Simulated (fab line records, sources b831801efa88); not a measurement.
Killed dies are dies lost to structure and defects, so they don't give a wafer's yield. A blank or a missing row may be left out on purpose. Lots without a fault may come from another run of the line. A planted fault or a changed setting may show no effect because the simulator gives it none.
Which tool did it? | flow sky130 | 12 lots, 36 wafers sampled, at 2 steps of a route of 708

WHAT THE GAUGES READ, wafer by wafer
SKY_VIA4_BOW_MEAS_03.
lot  | measured     | on            | VIA4_BOW (um)
L075 | day 41 21:06 | film_metro-01 | 85 85 82
L077 | day 42 20:40 | film_metro-04 | 76 87 76
L079 | day 43 08:30 | film_metro-04 | 92 74 85
L081 | day 44 00:08 | film_metro-01 | 78 92 77
L083 | day 44 11:37 | film_metro-01 | 76 78 78
L086 | day 45 04:33 | film_metro-01 | 67 76 72
L087 | day 45 11:15 | film_metro-04 | 81 64 68
L089 | day 45 22:47 | film_metro-02 | 79 72 70
L091 | day 46 12:07 | film_metro-02 | 90 84 91
L093 | day 46 22:51 | film_metro-02 | 84 80 89
L095 | day 47 06:53 | film_metro-02 | 72 75 73
L097 | day 47 19:03 | film_metro-01 | 99 77 80

WHICH TOOL RAN EACH LOT (tool, then ch and the chambers of the sampled wafers, then the start)
lot  | SKY_METAL4_DESCUM_15
L075 | rie_metal-04 ch 1, day 41 19:20
L077 | rie_metal-04 ch 0,1, day 42 19:11
L079 | rie_metal-01 ch 0,1, day 43 07:01
L081 | rie_metal-02 ch 0,1, day 43 22:38
L083 | rie_metal-01 ch 0,1, day 44 10:02
L086 | rie_metal-01 ch 0,1, day 45 02:50
L087 | rie_metal-02 ch 0,1, day 45 09:38
L089 | rie_metal-02 ch 0,1, day 45 21:20
L091 | rie_metal-02 ch 0,1, day 46 10:32
L093 | rie_metal-02 ch 0,1, day 46 21:17
L095 | rie_metal-01 ch 0,1, day 47 05:21
L097 | rie_metal-02 ch 0,1, day 47 17:25
- SKY_METAL4_DESCUM_15: chemistry O2, time 8 s.

THE ANSWER, worked out from the rows above alone
Rule: what is usual is taken from the lots themselves. Put in order of their means at a reading, lots are off if they are a third of the lots or fewer, leave a main group of 4 or more, and stand apart from it by a gap of 3 or more times the standard deviation of the main group's means; of several such gaps the widest counts. A main group whose means are all the same, to the digits that the tables above print for the reading, isn't used. A lot without any number at a reading at which 4 lots or more have one is off too. The other lots that the step has rows for count as sound.
No lot is off at any reading shown: from this, nothing can be told.

WHAT THE SIMULATOR HAD PUT IN
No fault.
